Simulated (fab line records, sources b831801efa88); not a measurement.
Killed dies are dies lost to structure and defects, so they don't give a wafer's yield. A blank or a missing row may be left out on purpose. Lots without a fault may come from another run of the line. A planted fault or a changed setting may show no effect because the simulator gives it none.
A struck lot beside a sound one | flow sky130 | 15 steps out of a route of 708
Sound: wafers L630.2, L630.4, L630.6. Struck: wafers L638.3, L638.5, L638.6. The cause comes at the end.
At each step with rows: each side's tool, then ch and its chambers, then its first start. Under that, the readings that differ: sound wafers | struck wafers | difference of the means | sigmas: that difference in standard deviations of wafers without a fault.
alike: readings whose means differ by less than 2 such deviations, and words and numbers that are the same on both sides. not compared: withheld readings, readings that some wafer has no value for, bounds like >300 that may hide the same value, and numbers for which the record gives no deviation and whose values overlap.
The two part at a step that has a row with sigmas, a row that says differs or no value, or rows on one side only. Numbers that don't overlap but have no deviation are shown without sigmas and don't part them. A reading that every wafer of one side lacks parts them only if that side has two wafers or more.

first, 4 steps without rows for these wafers: SKY_DNWELL_EXPOSE_04 (exposes mask DNM, target cd 3000 nm); SKY_DNWELL_PEB_05; SKY_DNWELL_DEVELOP_06 (develop time 60 s); SKY_DNWELL_IMPLANT_07.
SKY_DNWELL_STRIP_08: strips in O2/N2.
  sound on plasma_asher-04 ch 0, day 4 12:29; struck on plasma_asher-02 ch 0,1, day 6 09:17
  reading                     | sound       | struck      | difference | sigmas
  drypump_motor_current_A (A) | 4.7 4.7 4.7 | 6.6 6.1 6.6 | +1.7       | +3
  alike: o2_flow_sccm, oes_product_au, strip_time_to_endpoint_s
  not compared: rf_hours_counter_h
SKY_DNWELL_TW_MEAS_09:
  sound on film_metro-04, day 4 12:36; struck on film_metro-03, day 6 09:22
  alike: DNWELL_TW
then, 6 steps without rows for these wafers: SKY_PWDE_DEHYDRATE_00 (time 60 s); SKY_PWDE_HMDS_01 (prime time 60 s); SKY_PWDE_COAT_02 (resist thk 3000 nm); SKY_PWDE_SOFTBAKE_03; SKY_PWDE_EXPOSE_04 (exposes mask PWDEM, target cd 840 nm); SKY_PWDE_PEB_05.
SKY_PWDE_DEVELOP_06: develop time 60 s.
  sound on litho_track-04 ch 0, day 5 04:00; struck on litho_track-03 ch 0, day 7 04:00
  reading              | sound             | struck            | difference | sigmas
  developer_temp_C (C) | 23.34 23.25 23.31 | 23.87 23.95 23.86 | +0.59      | +5
SKY_PWDE_OVL_MEAS_07:
  sound on overlay-01, day 5 04:38; struck on overlay-01, day 7 04:49
  alike: PWDE_OVL
-- the record jumps here: 42 days lie between the struck wafers' starts before and after (it left off in module PWDE and takes up again in module PAD_OPEN, whose first step shown is number 708 of the route) --
SKY_PAD_OPEN_PROBE_99:
  sound on prober-02, day 47 12:23; struck on prober-02, day 49 06:33
  reading      | sound    | struck   | difference | sigmas
  killed_short | 59 43 46 | 40 28 28 | -17        | -3
  alike: killed_at_M0_to_M3, killed_at_M4_up, killed_at_contacts, killed_at_front_end, killed_at_other, killed_dies, killed_open

WHERE THEY PART
First at SKY_DNWELL_STRIP_08; last, within this record, at SKY_PAD_OPEN_PROBE_99.

WHY: what the simulator had put in
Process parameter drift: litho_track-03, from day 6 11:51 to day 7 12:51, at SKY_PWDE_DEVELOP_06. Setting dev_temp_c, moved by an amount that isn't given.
